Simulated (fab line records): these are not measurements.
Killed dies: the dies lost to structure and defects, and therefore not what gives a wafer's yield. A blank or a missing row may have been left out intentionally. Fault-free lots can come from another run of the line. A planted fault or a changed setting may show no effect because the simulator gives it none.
Matching of chambers | flow sky130 | SKY_LI_CONTACT_CMP_02 on cmp-01 has 4 sister chambers
The step polishes PSG. 4 wafers are shown with their chamber, then 6 later ones without.

WAFERS WITH THEIR CHAMBER
wafer  | chamber | motor_current_A (A)
L416.1 | 3       | 13.4
L419.6 | 1       | 11.4
L421.1 | 0       | 10.4
L421.4 | 2       | 10.0

WAFERS MISSING THEIR CHAMBER
wafer  | motor_current_A (A)
L421.5 | 13.7
L432.2 | 10.1
L432.6 | 12.4
L433.1 | 13.4
L433.2 | 10.2
L433.4 | 10.9

THE CHAMBER EACH PASSED THROUGH
wafer  | from the rows above          | in truth
L421.5 | 3                            | 3
L432.2 | can't be placed: 2 or 0      | 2
L432.6 | can't be placed: 1 or 3      | 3
L433.1 | 3                            | 3
L433.2 | can't be placed: 2 or 0      | 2
L433.4 | can't be placed: 0 or 1 or 2 | 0
Correctly placed: 2 of 6. Unplaceable from these rows: 4, with the true chamber sitting among the candidates in 4. 0 placed wrongly.
How it was worked out, from the rows above alone: a wafer's distance from a chamber is the root of the sum, over the readings, of the square of ((its reading less the chamber's mean) divided by the reading's scatter). The wafer belongs to the nearest chamber; if the next one is less than 2 further off, it can't be placed. The mean given for a chamber averages the wafers shown for that chamber. The scatter: root of mean squared gap, hidden wafer to nearest shown wafer, with one shown wafer a chamber.
